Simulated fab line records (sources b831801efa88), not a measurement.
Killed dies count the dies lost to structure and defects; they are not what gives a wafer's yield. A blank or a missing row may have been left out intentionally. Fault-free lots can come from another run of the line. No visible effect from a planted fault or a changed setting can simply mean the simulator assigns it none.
Which of the tools did it? | flow sky130 | 13 lots, 39 wafers sampled, at 3 steps of a route of 708

== WHAT THE GAUGES READ, wafer by wafer ==
SKY_POLY_GATE_OVL_MEAS_14. Usual: POLY_GATE_OVL typically reads -2 nm, with standard deviation 4.7.
lot  | measured     | on         | POLY_GATE_OVL (nm) | flag
L187 | day 15 23:39 | overlay-02 | 0 5 6              |
L190 | day 17 12:51 | overlay-02 | 2 6 -2             |
L193 | day 18 19:40 | overlay-01 | -6 -7 -7           |
L194 | day 19 04:06 | overlay-01 | -3 -5 -2           |
L195 | day 19 10:10 | overlay-02 | -3 -2 -5           |
L197 | day 20 07:16 | overlay-01 | -3 -1 -1           |
L198 | day 20 23:41 | overlay-02 | 9 0 2              |
L203 | day 22 12:52 | overlay-02 | -6 -2 3            |
L205 | day 22 23:08 | overlay-01 | -7 -11 -16         |
L204 | day 23 00:53 | overlay-01 | 2 -1 1             |
L207 | day 24 07:01 | overlay-01 | -7 -6 -1           |
L209 | day 24 16:42 | overlay-02 | -9 -5 -8           |
L210 | day 24 20:07 | overlay-02 | -13 1 1            |

SKY_LDD_LDN_OVL_MEAS_07. Usual: LDD_LDN_OVL typically reads -0.5 nm, with standard deviation 1.5.
lot  | measured     | on         | LDD_LDN_OVL (nm) | flag
L187 | day 22 11:10 | overlay-01 | 0.1 -1.8 -0.5    |
L190 | day 24 02:14 | overlay-02 | 1.9 1.4 -0.5     |
L193 | day 25 06:40 | overlay-01 | 1.3 3.2 1.4      |
L194 | day 25 15:41 | overlay-01 | -0.4 -0.8 0.0    |
L195 | day 25 21:05 | overlay-02 | -3.5 -3.5 -1.2   |
L197 | day 26 15:43 | overlay-02 | -1.5 0.9 -1.2    |
L198 | day 27 07:25 | overlay-02 | -2.1 -1.0 -1.5   |
L203 | day 28 18:12 | overlay-01 | -1.1 1.4 -0.9    |
L205 | day 29 03:40 | overlay-02 | -3.0 -3.1 -1.3   |
L204 | day 29 05:58 | overlay-01 | -1.7 -1.2 -1.8   |
L207 | day 30 10:48 | overlay-01 | 0.7 0.4 3.6      |
L209 | day 30 19:14 | overlay-02 | -0.1 0.3 -0.5    |
L210 | day 30 21:32 | overlay-01 | -1.1 -1.4 -0.8   |

== TOOL THAT RAN EACH LOT (tool first, then ch and the chambers of the sampled wafers, then the start) ==
lot  | SKY_LDD_HVP_STRIP_09
L187 | plasma-asher-01 ch 0,1, day 21 04:47
L190 | plasma-asher-01 ch 0,1, day 22 20:46
L193 | plasma-asher-02 ch 0,1, day 24 00:40
L194 | plasma-asher-02 ch 0,1, day 24 09:22
L195 | plasma-asher-03 ch 0,1, day 24 15:32
L197 | plasma-asher-02 ch 0,1, day 25 10:52
L198 | plasma-asher-02 ch 0,1, day 26 03:14
L203 | plasma-asher-02 ch 0,1, day 27 14:16
L205 | plasma-asher-03 ch 0,1, day 27 22:13
L204 | plasma-asher-02 ch 0,1, day 28 00:55
L207 | plasma-asher-03 ch 0,1, day 29 06:46
L209 | plasma-asher-03 ch 0,1, day 29 15:41
L210 | plasma-asher-03 ch 0,1, day 29 18:16
- SKY_LDD_HVP_STRIP_09: strips in O2/N2.

== WHAT THE TOOLS THEMSELVES READ (means of the sampled wafers that have a number; where no wafer has one, the mark that the record gives instead) ==
SKY_LDD_HVP_STRIP_09. Usual: drypump-motor-current-A 5.8 A, standard deviation 0.45; oes-product-au 0.408 a.u., standard deviation 0.0045; strip-time-to-endpoint-s 4.144 s, standard deviation 0.015.
lot  | tool            | drypump-motor-current-A (A) | oes-product-au (a.u.) | strip-time-to-endpoint-s (s) | flag
L187 | plasma-asher-01 | 6.0                         | 0.408                 | 4.153                        |
L190 | plasma-asher-01 | 6.0                         | 0.408                 | 4.163                        |
L193 | plasma-asher-02 | 5.7                         | 0.411                 | 4.158                        |
L194 | plasma-asher-02 | 5.5                         | 0.409                 | 4.140                        |
L195 | plasma-asher-03 | 5.9                         | 0.411                 | 4.134                        |
L197 | plasma-asher-02 | 5.7                         | 0.412                 | 4.154                        |
L198 | plasma-asher-02 | 5.5                         | 0.405                 | 4.132                        |
L203 | plasma-asher-02 | 5.7                         | 0.412                 | 4.145                        |
L205 | plasma-asher-03 | 5.9                         | 0.405                 | 4.136                        |
L204 | plasma-asher-02 | 5.7                         | 0.410                 | 4.137                        |
L207 | plasma-asher-03 | 5.9                         | 0.407                 | 4.130                        |
L209 | plasma-asher-03 | 5.9                         | 0.407                 | 4.158                        |
L210 | plasma-asher-03 | 5.9                         | 0.410                 | 4.142                        |

== THE ANSWER, worked out from the rows above alone ==
Rule: a lot is off if the mean of its wafers that have a number lies more than 3 standard deviations from the usual mean. A lot without any number at a reading at which 4 lots or more have one is off too. All remaining lots with rows at the step are treated as sound. Order of review: gauges by route order, followed by the tools' own readings, for which a lot's mean as printed above is used. At the first step where some lot is off, the reading lying furthest off is the one used; lots without a number count as furthest.
None of the lots is off at any reading shown; this tells nothing.

== WHAT HAD BEEN PUT IN BY THE SIMULATOR ==
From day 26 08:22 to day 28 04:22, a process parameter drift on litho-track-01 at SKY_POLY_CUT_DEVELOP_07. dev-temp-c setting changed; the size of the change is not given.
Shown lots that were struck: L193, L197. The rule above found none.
